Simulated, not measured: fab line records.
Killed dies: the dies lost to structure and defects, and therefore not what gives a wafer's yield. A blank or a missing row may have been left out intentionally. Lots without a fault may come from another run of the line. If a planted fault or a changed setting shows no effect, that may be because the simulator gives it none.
Chamber matching ; flow sky130 ; rie_diel-03 running SKY_FIELD_ISO_ETCH_15: 4 sister chambers
The step etches the open film in CHF3/O2, stops on Si, target depth 180 nm, time 72 s. 4 wafers are shown with their chamber, then 6 later ones without.

== EACH WAFER AND ITS CHAMBER ==
wafer;chamber;drypump_motor_current_A (A)
L586.2;1;5.8
L596.1;3;4.8
L596.3;0;6.1
L596.4;2;5.7

== WAFERS WHOSE CHAMBER IS MISSING ==
wafer;drypump_motor_current_A (A)
L597.1;4.8
L597.2;5.8
L597.5;5.8
L602.2;5.8
L602.4;5.7
L602.6;4.7

== THE CHAMBER EACH PASSED THROUGH ==
wafer;from the rows above;in truth
L597.1;3;3
L597.2;1;1
L597.5;1;1
L602.2;1;1
L602.4;2;2
L602.6;3;3
Correct placement for 6 of the 6. Left unplaced by these rows: 0. Placed wrongly: 0.
How it was worked out, from the rows above alone: a wafer's distance from a chamber is the root of the sum, over the readings, of the square of ((its reading less the chamber's mean) divided by the reading's scatter). The wafer belongs to the nearest chamber; if the next one is less than 2 further off, it can't be placed. For every chamber, the mean is computed from those of its wafers that are shown. The scatter (one wafer shown for each chamber): square how far every hidden wafer sits from the nearest shown wafer, average those squares and take the square root.
